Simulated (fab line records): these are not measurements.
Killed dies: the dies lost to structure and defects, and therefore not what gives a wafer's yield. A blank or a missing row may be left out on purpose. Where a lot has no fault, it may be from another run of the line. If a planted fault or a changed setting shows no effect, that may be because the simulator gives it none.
A lot that was struck, set against a sound lot -- flow sky130 -- 22 out of 708 route steps
Sound: these wafers, L562.1, L562.2, L562.4. The struck wafers were L576.4, L576.5, L576.6. The cause is given at the end.
Each step with rows lists, per side, the tool, then ch with its chambers, then its first start. Under that, the readings that differ: sound wafers -- struck wafers -- difference of the means -- sigmas: that difference in standard deviations of wafers without a fault.
alike: same words and numbers on both sides, and readings whose means sit less than 2 such deviations apart. not compared: any withheld reading, any reading some wafer has no value for, any bound like >300 that may hide the same value, and any number with overlapping values for which the record gives no deviation.
The two part at a step that has a row with sigmas, a row that says differs or no value, or rows on one side only. Non-overlapping numbers with no deviation appear without sigmas and do not part them. A reading missing from all wafers of one side parts the sides only when that side holds two or more wafers.

SKY_SD_N_RTA_14: time 2 s.
  sound on rtpAnneal-01 ch 0, day 29 07:17; struck on rtpAnneal-01 ch 0, day 34 02:31
  alike: lampPowerPct, wafer_temp_C_max
SKY_SD_N_RS_MEAS_16: a four-point-probe measurement.
  sound on filmMetro-02 at day 29 07:27; struck on filmMetro-01 at day 34 02:43
  alike: SD_N_RS
SKY_SD_N_RS_MEAS_17: a four-point-probe measurement.
  sound on filmMetro-02 at day 29 07:34; struck on filmMetro-01 at day 34 02:50
  alike: SD_P_RS
SKY_SD_N_RS_MEAS_18: a four-point-probe measurement.
  sound on filmMetro-02 at day 29 07:41; struck on filmMetro-01 at day 34 02:57
  alike: RES_XHIGH_RS
then, 2 steps without rows for these wafers: SKY_SALICIDE_CLEAN_00 (cleans in HF-last, time 30 s); SKY_LI_CONTACT_HDPCVD_00 (deposits PSG, target thk 930 nm, time 155 s).
SKY_LI_CONTACT_THK_MEAS_01:
  sound on filmMetro-04 at day 29 07:59; struck on filmMetro-04 at day 34 03:10
  alike: LI_CONTACT_HDPCVD_THK
SKY_LI_CONTACT_CMP_02: polishes PSG.
  sound on cmp-01 ch 0,1,3, day 29 08:02; struck on cmp-02 ch 0,3, day 34 03:14
  alike: motorCurrentA, timeToEndpointS
SKY_LI_CONTACT_BOW_MEAS_03:
  sound on filmMetro-01 at day 29 08:20; struck on filmMetro-01 at day 34 03:33
  alike: LI_CONTACT_BOW
then, 2 steps without rows for these wafers: SKY_LI_CONTACT_DEHYDRATE_04 (time 60 s); SKY_LI_CONTACT_HMDS_05 (prime time 60 s).
SKY_LI_CONTACT_COAT_06: resist thk 60 nm.
  sound on lithoTrack-01 ch 0, day 29 22:17; struck on lithoTrack-04 ch 0, day 34 15:53
reading,sound,struck,difference,sigmas
dispensePressureKPa (kPa),55 55 55,44 44 44,-11,-2
spinSpeedRpm (rpm),3000.7 3001.5 3001.2,2911.4 2913.4 2911.9,-88.9,-49
  alike: exhaustPa
then, 5 steps without rows for these wafers: SKY_LI_CONTACT_COAT_07 (resist thk 450 nm); SKY_LI_CONTACT_SOFTBAKE_08 (time 90 s); SKY_LI_CONTACT_EXPOSE_09 (exposes mask LICM1, target cd 170 nm); SKY_LI_CONTACT_PEB_10; SKY_LI_CONTACT_DEVELOP_11 (develop time 60 s).
SKY_LI_CONTACT_CD_MEAS_12: the cd target is 170 nm.
  sound on cdSem-01 at day 30 13:37; struck on cdSem-01 at day 35 06:39
  alike: cdNm
SKY_LI_CONTACT_OVL_MEAS_13:
  sound on overlay-01 at day 30 13:44; struck on overlay-01 at day 35 06:44
  alike: LI_CONTACT_OVL
SKY_LI_CONTACT_ETCH_14: etches BARC in N2/H2, stops on SiO2, time 45.9 s, target depth 60 nm.
  sound on rieDiel-01 ch 0,2,3, day 30 13:46; struck on rieDiel-01 ch 0,1, day 35 06:45
reading,sound,struck,difference,sigmas
model.etch.depthNm (nm),59.92 59.68 59.68,61.15 60.98 61.08,+1.31,
  alike: biasW, drypumpMotorCurrentA, oesProductAu, throttleValvePct
  not compared: rfHoursCounterH
SKY_LI_CONTACT_ETCH_15: etches PSG in C4F8/O2/Ar, stops on Si, target depth 600 nm.
  sound on rieDiel-01 ch 0,2,3, day 30 13:49; struck on rieDiel-01 ch 0,1, day 35 06:47
  alike: biasW, oesProductAu
-- record jumps: 15 days separate the struck wafers' starts on either side; left off in module LI_CONTACT, taken up again in module PAD_OPEN, whose first shown step is the route's number 708 --
SKY_PAD_OPEN_PROBE_99:
  sound on prober-02 at day 47 08:52; struck on prober-02 at day 50 15:35
  alike: killed_at_M0_to_M3, killed_at_M4_up, killedAtContacts, killedAtFrontEnd, killedAtOther, killedDies, killedOpen, killedShort

== WHERE THEY PART ==
At SKY_LI_CONTACT_COAT_06 and nowhere else, as far as this record goes. Later steps at which nothing parts them and some readings are alike: SKY_LI_CONTACT_CD_MEAS_12, SKY_LI_CONTACT_OVL_MEAS_13, SKY_LI_CONTACT_ETCH_14, SKY_LI_CONTACT_ETCH_15, SKY_PAD_OPEN_PROBE_99.

WHY: what had been put in by the simulator
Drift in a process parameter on lithoTrack-04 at SKY_LI_CONTACT_COAT_06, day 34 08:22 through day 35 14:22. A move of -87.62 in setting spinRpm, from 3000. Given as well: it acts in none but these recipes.
